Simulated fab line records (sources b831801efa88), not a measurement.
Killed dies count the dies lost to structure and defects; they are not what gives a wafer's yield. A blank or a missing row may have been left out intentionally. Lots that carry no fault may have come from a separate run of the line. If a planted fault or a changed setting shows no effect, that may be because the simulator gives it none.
Chamber matching | flow sky130 | cmp-01 running SKY_CONTACT_CMP_04: 4 sister chambers
The step polishes SiO2. 8 wafers are shown with their chamber, then 12 later ones without.

== WAFERS PAIRED WITH THEIR CHAMBERS ==
wafer  | chamber | motor current A (A) | time to endpoint s (s)
L084.6 | 3       | 10.8                | 88
L083.4 | 3       | 11.2                | 90
L087.2 | 2       | 14.5                | 86
L087.3 | 0       | 9.6                 | 81
L087.5 | 1       | 10.5                | 76
L088.1 | 2       | 14.0                | 88
L088.2 | 1       | 11.2                | 74
L088.4 | 0       | 10.0                | 77

== WAFERS WITH NO CHAMBER GIVEN ==
wafer  | motor current A (A) | time to endpoint s (s)
L091.3 | 11.2                | 81
L091.4 | 10.5                | 72
L091.5 | 11.8                | 83
L093.1 | 11.0                | 89
L093.2 | 10.6                | 78
L093.6 | 13.6                | 86
L095.1 | 9.5                 | 75
L095.3 | 11.4                | 88
L095.5 | 10.6                | 87
L097.1 | 12.8                | 81
L097.2 | 10.9                | 84
L097.5 | 10.4                | 72

== CHAMBER TAKEN BY EACH ==
wafer  | from the rows above          | in truth
L091.3 | can't be placed: 1 or 0 or 3 | 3
L091.4 | 1                            | 1
L091.5 | can't be placed: 3 or 1      | 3
L093.1 | 3                            | 3
L093.2 | can't be placed: 1 or 0      | 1
L093.6 | 2                            | 2
L095.1 | can't be placed: 0 or 1      | 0
L095.3 | 3                            | 3
L095.5 | 3                            | 3
L097.1 | can't be placed: 2 or 1 or 3 | 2
L097.2 | can't be placed: 3 or 0      | 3
L097.5 | 1                            | 1
Placed correctly: 6 of 12. These rows do not allow placing 6 (true chamber among the candidates in 6). Wrongly placed: 0.
How it was worked out, from the rows above alone: a wafer's distance from a chamber is the root of the sum, over the readings, of the square of ((its reading less the chamber's mean) divided by the reading's scatter). The wafer belongs to the nearest chamber; if the next one is less than 2 further off, it can't be placed. For every chamber, the mean is computed from those of its wafers that are shown. How the scatter is found: for the shown wafers, subtract from each reading the mean of its chamber, square and add these, divide the total by (wafers less chambers), then take the root.
